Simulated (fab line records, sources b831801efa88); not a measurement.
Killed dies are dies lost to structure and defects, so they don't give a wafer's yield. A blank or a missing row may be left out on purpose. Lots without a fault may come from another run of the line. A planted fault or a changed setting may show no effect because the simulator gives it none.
Which tool did it? | flow gf180mcu | 15 lots, 43 wafers sampled, at 2 steps of a route of 602

WHAT THE GAUGES READ, wafer by wafer
GF_STI_THK_MEAS_04. Usual: STI_CVD_03_THK 205.8 nm, standard deviation 1.6.
lot  | measured    | on            | STI_CVD_03_THK (nm) | flag
L409 | day 1 23:35 | film_metro-04 | 206.2 206.7 208.5   |
L411 | day 2 10:59 | film_metro-03 | 203.9 204.9 206.0   |
L412 | day 2 14:59 | film_metro-01 | 207.1 208.1 207.6   |
L413 | day 2 19:42 | film_metro-01 | 204.0 205.6 204.7   |
L414 | day 3 02:50 | film_metro-01 | 203.1 205.0 204.4   |
L415 | day 3 06:49 | film_metro-01 | 209.4 210.5 208.6   |
L416 | day 3 11:34 | film_metro-03 | 203.8 205.1 204.2   |
L417 | day 3 16:41 | film_metro-03 | 205.4 206.4 207.3   |
L418 | day 3 20:35 | film_metro-04 | 206.4 205.2 204.4   |
L425 | day 5 07:41 | film_metro-04 | 208.1 208.5         |
L426 | day 5 15:11 | film_metro-03 | 206.4 207.1         |
L427 | day 5 19:14 | film_metro-03 | 205.9 204.5 205.7   |
L428 | day 5 22:41 | film_metro-01 | 206.3 205.0 206.1   |
L429 | day 6 04:02 | film_metro-03 | 207.0 207.4 208.1   |
L430 | day 6 08:37 | film_metro-03 | 206.3 205.7 204.4   |

GF_MVSD_OVL_MEAS_07. Usual: MVSD_OVL -0.7 nm, standard deviation 1.4.
lot  | measured     | on         | MVSD_OVL (nm)  | flag
L409 | day 4 21:03  | overlay-01 | -2.3 -0.7 -3.2 |
L411 | day 5 13:49  | overlay-01 | 0.6 -0.5 -1.0  |
L412 | day 5 18:12  | overlay-01 | 0.7 0.9 0.5    |
L413 | day 5 23:23  | overlay-01 | 1.6 0.8 0.7    |
L414 | day 6 04:44  | overlay-02 | -0.4 -1.9 -0.9 |
L415 | day 6 11:58  | overlay-01 | -0.5 -0.3 -1.0 |
L416 | day 6 17:21  | overlay-01 | -3.4 -2.4 -3.1 |
L417 | day 6 21:48  | overlay-01 | -0.7 0.4 -1.5  |
L418 | day 7 03:24  | overlay-01 | 0.0 0.8 -2.1   |
L425 | day 8 20:04  | overlay-01 | -1.4 0.2       |
L426 | day 9 02:19  | overlay-01 | 0.1 -0.2       |
L427 | day 9 09:47  | overlay-01 | -2.7 -0.9 -2.0 |
L428 | day 9 16:33  | overlay-02 | -2.6 -0.9 -0.3 |
L429 | day 10 01:34 | overlay-01 | -2.2 -3.0 -1.7 |
L430 | day 10 02:49 | overlay-02 | -0.9 -2.1 -4.0 |

WHICH TOOL RAN EACH LOT (tool, then ch and the chambers of the sampled wafers, then the start)
The record holds no process step before these readings.

WHAT THE TOOLS THEMSELVES READ (means of the sampled wafers that have a number; where no wafer has one, the mark that the record gives instead)
The record holds no such reading with a usual standard deviation.

THE ANSWER, worked out from the rows above alone
Rule: a lot is off if the mean of its wafers that have a number lies more than 3 standard deviations from the usual mean. A lot without any number at a reading at which 4 lots or more have one is off too. The other lots that the step has rows for count as sound. The gauges are gone through in route order, then the tools' own readings, and for those a lot's mean is taken as printed above. The first step at which some lot is off is used, and at that step the reading that is off furthest; a lot without a number counts as furthest.
No lot is off at any reading shown: from this, nothing can be told.

WHAT THE SIMULATOR HAD PUT IN
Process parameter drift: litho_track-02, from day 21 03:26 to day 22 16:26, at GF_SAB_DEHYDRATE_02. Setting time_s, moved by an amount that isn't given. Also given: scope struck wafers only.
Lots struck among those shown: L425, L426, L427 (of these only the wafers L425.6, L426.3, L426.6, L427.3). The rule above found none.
